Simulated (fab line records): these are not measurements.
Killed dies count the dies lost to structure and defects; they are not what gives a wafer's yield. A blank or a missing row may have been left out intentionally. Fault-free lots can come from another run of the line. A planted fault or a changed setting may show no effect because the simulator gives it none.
Struck lot and sound lot, side by side :: flow sky130 :: 15 out of 708 route steps
Sound: wafers L258.4, L258.5, L258.6. Wafers L263.1, L263.3, L263.4 were the ones struck. Last of all comes the cause.
Each step with rows lists, per side, the tool, then ch with its chambers, then its first start. Under that, the readings that differ: sound wafers :: struck wafers :: difference of the means :: sigmas: that difference in standard deviations of wafers without a fault.
alike: a reading whose means differ by less than 2 such deviations, as well as words and numbers matching on both sides. not compared: withheld readings; readings where some wafer has no value; bounds like >300 that might hide an equal value; numbers whose values overlap and for which the record gives no deviation.
A row with sigmas, a row that says differs or no value, or rows on one side alone: a step with any of these is where the two part. Numbers that have no deviation but don't overlap get no sigmas and don't part them. A reading missing from all wafers of one side parts the sides only when that side holds two or more wafers.

SKY_VIA1_CD_MEAS_12: the cd target is 150 nm.
  sound on cd-sem-01, day 36 07:16; struck on cd-sem-01, day 38 00:10
  alike: cd-nm
SKY_VIA1_OVL_MEAS_13:
  sound on overlay-01, day 36 07:21; struck on overlay-02, day 38 00:17
  alike: VIA1_OVL
SKY_VIA1_ETCH_14: etches BARC in N2/H2, stops on SiO2, time 45.9 s, target depth 60 nm.
  sound on rie-diel-02 ch 1,2,3, day 36 07:23; struck on rie-diel-04 ch 0,1,3, day 38 00:19
reading: rf-hours-counter-h (h)
sound: - - -
struck: 14 7 10
difference: no value on the sound wafers
sigmas: 
  alike: drypump-motor-current-A, oes-product-au, throttle-valve-pct
SKY_VIA1_ETCH_15: etches SiO2 in C4F8/O2/Ar, stops on TiN, target depth 351 nm, time 54 s.
  sound on rie-diel-02 ch 1,2,3, day 36 07:26; struck on rie-diel-04 ch 0,1,3, day 38 00:22
reading: rf-hours-counter-h (h)
sound: - - -
struck: 14 7 10
difference: no value on the sound wafers
sigmas: 
  alike: oes-product-au
SKY_VIA1_STRIP_16: strips in O2/N2.
  sound on plasma-asher-02 ch 0,1, day 36 07:29; struck on plasma-asher-04 ch 0,1, day 38 00:25
  alike: drypump-motor-current-A, oes-product-au, strip-time-to-endpoint-s
  not compared: rf-hours-counter-h
then, 3 steps without rows for these wafers: SKY_VIA1_STRIP_17 (strips in post etch residue remover, time 1200 s); SKY_VIA1_CLEAN_18 (cleans in IPA, time 180 s); SKY_VIA1_CLEAN_19 (cleans in O3/DIW).
SKY_VIA1_SPUTTER_20: material TiN, target thk 20 nm, time 80 s.
  sound on pvd-sputter-04, day 36 08:16; struck on pvd-sputter-01, day 38 01:02
  alike: throttle-valve-pct
SKY_VIA1_CVD_21: deposits W, target thk 270 nm, time 80.902 s.
  sound on cvd-w-01 ch 0,1, day 36 08:21; struck on cvd-w-01 ch 0,1, day 38 01:05
  alike: heater-power-w
SKY_VIA1_RS_MEAS_22: a four-point-probe measurement.
  sound on film-metro-03, day 36 08:29; struck on film-metro-02, day 38 01:11
  alike: VIA1_W_RS
SKY_VIA1_THK_MEAS_23: measures by xrf.
  sound on film-metro-03, day 36 08:34; struck on film-metro-02, day 38 01:18
  alike: VIA1_W_THK
SKY_VIA1_CMP_24: polishes, stops on SiO2, t overpolish 15 s, target thk 0 nm.
  sound on cmp-02 ch 0,1,2, day 36 09:03; struck on cmp-01 ch 0,1,3, day 38 01:22
reading: overpolish-run-s (s)
sound: 14.991 15.013 14.992
struck: 0.044 0.036 0.036
difference: -14.960
sigmas: -99 or more

reading: time-to-endpoint-s (s)
sound: 56 62 61
struck: 104 105 103
difference: +44
sigmas: +13
  alike: motor-current-A
then, 1 step without rows for these wafers: SKY_METAL2_SPUTTER_00 (material Ti, target thk 15 nm, time 10 s).
-- the record jumps here: 11 days lie between the struck wafers' starts before and after (it left off in module METAL2 and takes up again in module PAD_OPEN, whose first step shown is number 708 of the route) --
SKY_PAD_OPEN_PROBE_99:
  sound on prober-01, day 47 15:05; struck on prober-01, day 48 22:27
reading: killed-at-front-end
sound: 17 16 19
struck: 445 427 420
difference: +413
sigmas: +84

reading: killed-dies
sound: 89 77 85
struck: 492 492 492
difference: +408
sigmas: +37

reading: killed-on-rim
sound: 16 14 11
struck: 96 96 96
difference: +82
sigmas: +22
  alike: killed_at_M0_to_M3, killed_at_M4_up, killed-at-contacts, killed-at-other, killed-open, killed-short

## WHERE THEY PART
At SKY_VIA1_ETCH_14 first; at SKY_PAD_OPEN_PROBE_99 last (within this record only).

WHY: what had been put in by the simulator
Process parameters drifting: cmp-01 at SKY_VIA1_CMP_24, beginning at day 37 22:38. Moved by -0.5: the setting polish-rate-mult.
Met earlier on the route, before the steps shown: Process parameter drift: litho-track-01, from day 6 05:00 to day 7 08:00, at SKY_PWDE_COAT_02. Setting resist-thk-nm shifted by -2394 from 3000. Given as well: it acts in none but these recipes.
